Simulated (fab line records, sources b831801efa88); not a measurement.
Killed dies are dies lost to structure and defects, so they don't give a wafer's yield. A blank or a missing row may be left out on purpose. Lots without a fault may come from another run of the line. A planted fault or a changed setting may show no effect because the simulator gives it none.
One fault seen from 2 desks | flow sky130 | each desk has only its own numbers; what lay behind them comes last

THE TOOL OWNER'S DESK: litho_track-03
The tool's own readings at SKY_RES_PROTECT_COAT_02 (resist thk 1140 nm): means of the sampled wafers that have a number, for each lot that ran on this tool. A lot is out of limits, marked OUT, if its mean lies more than 4 standard deviations from the usual mean; the brackets give that distance.
Columns: A = chill_plate_temp_C at SKY_RES_PROTECT_COAT_02, usual 23.00 C; B = spin_speed_rpm at SKY_RES_PROTECT_COAT_02, usual 2999.9 rpm
lot  | first seen here | A     | B
L160 | day 17 03:25    | 22.84 | 2999.0
L164 | day 18 06:38    | 22.98 | 2998.7
L165 | day 19 01:17    | 22.98 | 3001.2
L172 | day 21 06:11    | 22.98 | 2881.1 (-66) OUT
L175 | day 22 05:21    | 23.07 | 2883.7 (-65) OUT
This desk's finding: out of limits on L172, L175; first on L172, day 21 06:11 (spin_speed_rpm at SKY_RES_PROTECT_COAT_02). In limits: L160, L164, L165.

THE METROLOGY DESK
What the gauges read, lot by lot, whatever tool the lot ran on: means of the sampled wafers that have a number. A lot is out of limits, marked OUT, if its mean lies more than 4 standard deviations from the usual mean; the brackets give that distance.
Columns: A = SONOS_ONO_OVL at SKY_SONOS_ONO_OVL_MEAS_14, usual 0.6 nm; B = GATE_OXIDE_OXIDATION_00_THK at SKY_GATE_OXIDE_THK_MEAS_02, usual 10.27 nm
lot  | first seen here | A    | B
L154 | day 12 23:20    | 1.2  | 10.51
L155 | day 13 04:19    | -0.5 | 10.40
L158 | day 14 13:01    | 1.0  | 10.36
L159 | day 14 18:56    | -0.1 | 10.09
L160 | day 15 03:02    | 0.4  | 10.03
L164 | day 16 04:15    | 1.8  | 10.40
L165 | day 16 23:13    | -0.3 | 10.38
L167 | day 17 05:38    | 3.5  | 9.91
L172 | day 19 00:42    | 0.6  | 10.24
L175 | day 20 03:32    | 2.1  | 10.59
L176 | day 20 09:39    | 0.2  | 10.48
This desk's finding: nothing out of limits on any of the 11 lots.

PUT TOGETHER
The tool owner's desk could have raised an alarm at day 21 06:11, on L172, L175.
The metrology desk saw nothing out of limits.
The metrology desk has L172, L175 on record, within its limits.
Of the lots named, all ran SKY_RES_PROTECT_COAT_02 on litho_track-03.

WHAT THE SIMULATOR HAD PUT IN
Process parameter drift: litho_track-03, from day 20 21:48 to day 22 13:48, at SKY_RES_PROTECT_COAT_02. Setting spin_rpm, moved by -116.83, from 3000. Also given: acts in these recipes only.
Lots struck among those shown: L172, L175.
Hours from the fault's start to each desk's first reading out of limits: the tool owner's desk, 8.
